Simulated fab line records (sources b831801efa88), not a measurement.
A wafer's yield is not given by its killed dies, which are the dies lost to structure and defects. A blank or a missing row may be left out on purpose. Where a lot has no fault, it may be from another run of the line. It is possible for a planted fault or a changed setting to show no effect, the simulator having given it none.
Which of the tools did it?	flow gf180mcu	Sampling: 6 lots, 18 wafers, 2 of 602 route steps

== WHAT EACH GAUGE READ, for each wafer ==
GF_CONTACT_THK_MEAS_01.
lot	measured	on	CONTACT_CVD_00_THK (nm)
L311	day 15 07:59	filmMetro-03	301 299 301
L315	day 16 16:04	filmMetro-02	300 299 294
L324	day 20 04:19	filmMetro-04	291 296 296
L327	day 22 06:27	filmMetro-04	302 302 298
L329	day 22 22:09	filmMetro-03	301 300 304
L333	day 23 15:48	filmMetro-03	296 304 297

== WHICH TOOL RAN EACH LOT (tool, then ch and the chambers of the sampled wafers, then the start) ==
lot	GF_HV_LDD_STRIP_37
L311	plasmaAsher-03 ch 0,1, day 11 17:38
L315	plasmaAsher-02 ch 0,1, day 12 23:53
L324	plasmaAsher-03 ch 0,1, day 16 03:55
L327	plasmaAsher-04 ch 0,1, day 18 03:56
L329	plasmaAsher-02 ch 0,1, day 18 18:31
L333	plasmaAsher-02 ch 1, day 19 13:23
- GF_HV_LDD_STRIP_37: strips in O2/N2.

== THE ANSWER, worked out from the rows above alone ==
Rule: what is usual is taken from the lots themselves. Put in order of their means at a reading, lots are off if they are a third of the lots or fewer, leave a main group of 4 or more, and stand apart from it by a gap of 3 or more times the standard deviation of the main group's means; of several such gaps the widest counts. If all means in a main group match to the digits the tables above print for the reading, that group is not used. Also off: a lot with no number at a reading for which 4 or more lots have one. All remaining lots with rows at the step are treated as sound.
No lot is off on any of the readings shown, so nothing can be concluded from this.

== WHAT WAS PUT IN BY THE SIMULATOR ==
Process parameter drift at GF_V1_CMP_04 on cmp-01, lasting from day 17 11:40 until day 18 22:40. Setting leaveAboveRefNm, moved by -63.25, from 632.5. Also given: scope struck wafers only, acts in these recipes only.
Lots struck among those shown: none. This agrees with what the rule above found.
